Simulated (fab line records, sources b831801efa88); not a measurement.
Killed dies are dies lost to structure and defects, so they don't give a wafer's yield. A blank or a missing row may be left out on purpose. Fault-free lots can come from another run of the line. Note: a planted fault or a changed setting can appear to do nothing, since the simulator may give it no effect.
A single fault, viewed from 2 desks ; flow sky130 ; each desk has only its own numbers; what lay behind them comes last

AT THE TOOL OWNER'S DESK: implanter-04
The tool's own readings at SKY_NWELL_IMPLANT_11, given as means over the sampled wafers that have a number, one for each lot that went through this tool. A lot is out of limits, marked OUT, if its mean lies more than 4 standard deviations from the usual mean; the brackets give that distance.
Columns: A = beamOnS at SKY_NWELL_IMPLANT_11, usual 9.99 s; B = faradayCurrentUA at SKY_NWELL_IMPLANT_11, usual 107.2
lot;first seen here;A;B
L418;day 5 18:08;9.89;108.3
L419;day 6 01:17;10.07;106.5
L422;day 6 19:16;7.67 (-13) OUT;139.9 (+17) OUT
L423;day 7 01:07;7.78 (-12) OUT;137.9 (+16) OUT
L436;day 10 02:52;10.01;107.4
Finding of this desk: L422, L423 out of limits; the first was L422 at day 6 19:16, on beamOnS at SKY_NWELL_IMPLANT_11. L418, L419, L436 stayed within limits.

FROM THE METROLOGY DESK
What the gauges read, lot by lot, whatever tool the lot ran on: means of the sampled wafers that have a number. A lot is out of limits, marked OUT, if its mean lies more than 4 standard deviations from the usual mean; the brackets give that distance.
Columns: A = NWELL_00_OVL at SKY_NWELL_OVL_MEAS_10, usual -1.5 nm; B = NWELL_TW at SKY_NWELL_TW_MEAS_15, usual 1813; C = NWELL_RS at SKY_NWELL_RS_MEAS_29, usual 624.6 ohm/sq; D = POLY_GATE_OVL at SKY_POLY_GATE_OVL_MEAS_14, usual -3 nm
lot;first seen here;A;B;C;D
L414;day 4 22:09;-2.1;1815;622.3;-2
L415;day 5 01:05;-1.5;1813;623.8;-3
L417;day 5 11:09;-2.8;1820;623.9;-5
L418;day 5 18:07;-2.7;1824;622.5;8
L419;day 6 01:16;-1.5;1825;623.1;-6
L420;day 6 05:45;-0.7;1824;624.8;-1
L422;day 6 19:14;-0.9;1679 (-11) OUT;720.5 (+56) OUT;-5
L423;day 7 01:04;-1.5;1673 (-12) OUT;720.3 (+56) OUT;1
L429;day 8 12:37;0.3;1807;625.4;-7
L432;day 9 07:49;-2.4;1823;625.3;2
L434;day 9 17:43;-1.6;1823;622.6;-2
L436;day 10 02:50;-1.7;1810;625.9;-1
This desk's result: L422, L423 out of limits, first on L422 (NWELL_TW at SKY_NWELL_TW_MEAS_15), day 6 19:49. L414, L415, L417, L418, L419, L420, L429, L432, L434, L436 stayed within limits.

ALL TOGETHER
An alarm could have come from the tool owner's desk at day 6 19:16, on L422, L423.
On L422, L423, the metrology desk was in a position to raise an alarm at day 6 19:49.
The lots listed all ran SKY_NWELL_IMPLANT_11 on implanter-04.

WHAT WAS PUT IN BY THE SIMULATOR
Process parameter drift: implanter-04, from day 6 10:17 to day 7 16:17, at SKY_NWELL_IMPLANT_11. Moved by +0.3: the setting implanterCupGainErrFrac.
Struck lots among those shown: L422, L423.
Time in hours from fault onset to the first out-of-limits reading at each desk: tool owner's desk 9, metrology desk 10.
